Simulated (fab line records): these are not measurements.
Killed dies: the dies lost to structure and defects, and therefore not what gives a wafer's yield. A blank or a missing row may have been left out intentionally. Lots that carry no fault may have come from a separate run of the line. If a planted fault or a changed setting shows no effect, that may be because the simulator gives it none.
Which tool was responsible? / flow gf180mcu / Sampling: 11 lots, 33 wafers, 4 of 602 route steps

== WHAT THE GAUGES READ, wafer by wafer ==
GF_V2_THK_MEAS_01. Usual: V2_CVD_00_THK 597 nm, standard deviation 8.3.
lot=L999; measured=day 20 18:43; on=filmMetro-03; V2_CVD_00_THK (nm)=596 596 599; flag=
lot=L104; measured=day 22 14:32; on=filmMetro-04; V2_CVD_00_THK (nm)=584 598 587; flag=
lot=L105; measured=day 22 21:25; on=filmMetro-03; V2_CVD_00_THK (nm)=598 591 592; flag=
lot=L106; measured=day 23 08:53; on=filmMetro-04; V2_CVD_00_THK (nm)=598 605 612; flag=
lot=L111; measured=day 24 18:34; on=filmMetro-02; V2_CVD_00_THK (nm)=605 611 607; flag=
lot=L112; measured=day 25 03:52; on=filmMetro-03; V2_CVD_00_THK (nm)=587 607 594; flag=
lot=L113; measured=day 25 14:44; on=filmMetro-03; V2_CVD_00_THK (nm)=591 586 585; flag=
lot=L114; measured=day 25 21:49; on=filmMetro-03; V2_CVD_00_THK (nm)=578 583 581; flag=
lot=L115; measured=day 26 01:23; on=filmMetro-03; V2_CVD_00_THK (nm)=588 580 583; flag=
lot=L117; measured=day 26 17:30; on=filmMetro-02; V2_CVD_00_THK (nm)=601 606 603; flag=
lot=L118; measured=day 27 09:02; on=filmMetro-03; V2_CVD_00_THK (nm)=606 609 612; flag=

GF_M3_THK_MEAS_06: measures by xrf. Usual: M3_ALCU_THK 451 nm, standard deviation 4.5.
lot=L999; measured=day 21 20:11; on=filmMetro-01; M3_ALCU_THK (nm)=460 452 456; flag=
lot=L104; measured=day 23 15:23; on=filmMetro-01; M3_ALCU_THK (nm)=453 456 456; flag=
lot=L105; measured=day 23 22:47; on=filmMetro-04; M3_ALCU_THK (nm)=451 457 454; flag=
lot=L106; measured=day 24 09:02; on=filmMetro-01; M3_ALCU_THK (nm)=450 450 449; flag=
lot=L111; measured=day 25 18:28; on=filmMetro-03; M3_ALCU_THK (nm)=456 455 456; flag=
lot=L112; measured=day 26 02:41; on=filmMetro-03; M3_ALCU_THK (nm)=455 452 451; flag=
lot=L113; measured=day 26 13:47; on=filmMetro-03; M3_ALCU_THK (nm)=458 453 448; flag=
lot=L114; measured=day 26 21:15; on=filmMetro-01; M3_ALCU_THK (nm)=445 452 448; flag=
lot=L115; measured=day 27 00:30; on=filmMetro-04; M3_ALCU_THK (nm)=453 452 454; flag=
lot=L117; measured=day 27 16:32; on=filmMetro-01; M3_ALCU_THK (nm)=450 452 456; flag=
lot=L118; measured=day 28 07:04; on=filmMetro-01; M3_ALCU_THK (nm)=450 446 449; flag=

GF_V3_THK_MEAS_03. Usual: V3_CVD_02_THK 849 nm, standard deviation 12.
lot=L999; measured=day 22 19:38; on=filmMetro-03; V3_CVD_02_THK (nm)=861 847 883; flag=
lot=L104; measured=day 24 13:53; on=filmMetro-02; V3_CVD_02_THK (nm)=907 895 915 907 894 916; flag=OFF
lot=L105; measured=day 24 21:56; on=filmMetro-02; V3_CVD_02_THK (nm)=891 901 894 891 901 894; flag=OFF
lot=L106; measured=day 25 07:49; on=filmMetro-01; V3_CVD_02_THK (nm)=887 893 911 886 893 910; flag=OFF
lot=L111; measured=day 26 16:00; on=filmMetro-02; V3_CVD_02_THK (nm)=832 861 855; flag=
lot=L112; measured=day 27 00:00; on=filmMetro-02; V3_CVD_02_THK (nm)=835 849 838; flag=
lot=L113; measured=day 27 10:31; on=filmMetro-01; V3_CVD_02_THK (nm)=831 856 855; flag=
lot=L114; measured=day 27 18:18; on=filmMetro-01; V3_CVD_02_THK (nm)=864 854 862; flag=
lot=L115; measured=day 27 21:53; on=filmMetro-03; V3_CVD_02_THK (nm)=835 854 851; flag=
lot=L117; measured=day 28 13:13; on=filmMetro-03; V3_CVD_02_THK (nm)=836 854 865; flag=
lot=L118; measured=day 29 03:42; on=filmMetro-01; V3_CVD_02_THK (nm)=840 838 830; flag=

== EACH LOT AND THE TOOL THAT RAN IT (in order: tool; ch and the chambers of the sampled wafers; start) ==
lot=L999; GF_V3_CVD_02=pecvd-04 ch 1,2, day 22 19:34
lot=L104; GF_V3_CVD_02=pecvd-04 ch 0,1, day 24 13:49
lot=L105; GF_V3_CVD_02=pecvd-04 ch 0,1,2, day 24 21:52
lot=L106; GF_V3_CVD_02=pecvd-04 ch 0,2, day 25 07:44
lot=L111; GF_V3_CVD_02=pecvd-03 ch 0,1, day 26 15:55
lot=L112; GF_V3_CVD_02=pecvd-02 ch 1,2, day 26 23:55
lot=L113; GF_V3_CVD_02=pecvd-03 ch 0,1,2, day 27 10:26
lot=L114; GF_V3_CVD_02=pecvd-04 ch 0,1,2, day 27 18:14
lot=L115; GF_V3_CVD_02=pecvd-03 ch 1,2, day 27 21:49
lot=L117; GF_V3_CVD_02=pecvd-03 ch 0,1,2, day 28 13:08
lot=L118; GF_V3_CVD_02=pecvd-03 ch 0,1,2, day 29 03:38
- GF_V3_CVD_02: deposits SiO2 from TEOS, target thk 850 nm, time 94.851 s.

== WHAT THE TOOLS THEMSELVES READ (means of the sampled wafers that have a number; where no wafer has one, the mark that the record gives instead) ==
GF_V3_CVD_02. Usual: heaterPowerW 637 W, standard deviation 100; susceptorTempC 400.01 C, standard deviation 0.22.
lot=L999; tool=pecvd-04; heaterPowerW (W)=788; susceptorTempC (C)=399.67; flag=
lot=L104; tool=pecvd-04; heaterPowerW (W)=676; susceptorTempC (C)=399.95; flag=
lot=L105; tool=pecvd-04; heaterPowerW (W)=677; susceptorTempC (C)=400.20; flag=
lot=L106; tool=pecvd-04; heaterPowerW (W)=657; susceptorTempC (C)=400.31; flag=
lot=L111; tool=pecvd-03; heaterPowerW (W)=572; susceptorTempC (C)=400.08; flag=
lot=L112; tool=pecvd-02; heaterPowerW (W)=647; susceptorTempC (C)=400.04; flag=
lot=L113; tool=pecvd-03; heaterPowerW (W)=628; susceptorTempC (C)=399.84; flag=
lot=L114; tool=pecvd-04; heaterPowerW (W)=696; susceptorTempC (C)=400.26; flag=
lot=L115; tool=pecvd-03; heaterPowerW (W)=582; susceptorTempC (C)=400.16; flag=
lot=L117; tool=pecvd-03; heaterPowerW (W)=624; susceptorTempC (C)=399.85; flag=
lot=L118; tool=pecvd-03; heaterPowerW (W)=621; susceptorTempC (C)=399.98; flag=

== THE ANSWER, worked out from the rows above alone ==
Rule: lot off if the mean of its wafers having a number is beyond 3 standard deviations from the usual mean. A lot without any number at a reading at which 4 lots or more have one is off too. Any other lot the step has rows for is counted as sound. Order of review: gauges by route order, followed by the tools' own readings, for which a lot's mean as printed above is used. The first step at which some lot is off is used, and at that step the reading that is off furthest; a lot without a number counts as furthest.
Off: L104, L105, L106, at GF_V3_THK_MEAS_03 (V3_CVD_02_THK).
If a tool, at a process step before that reading, ran all the lots that are off and no sound lot after the first of them, it fits. Gauges at GF_V3_THK_MEAS_03: tried the same way as those tools. Of those tried, none fits.

== WHAT THE SIMULATOR PUT IN ==
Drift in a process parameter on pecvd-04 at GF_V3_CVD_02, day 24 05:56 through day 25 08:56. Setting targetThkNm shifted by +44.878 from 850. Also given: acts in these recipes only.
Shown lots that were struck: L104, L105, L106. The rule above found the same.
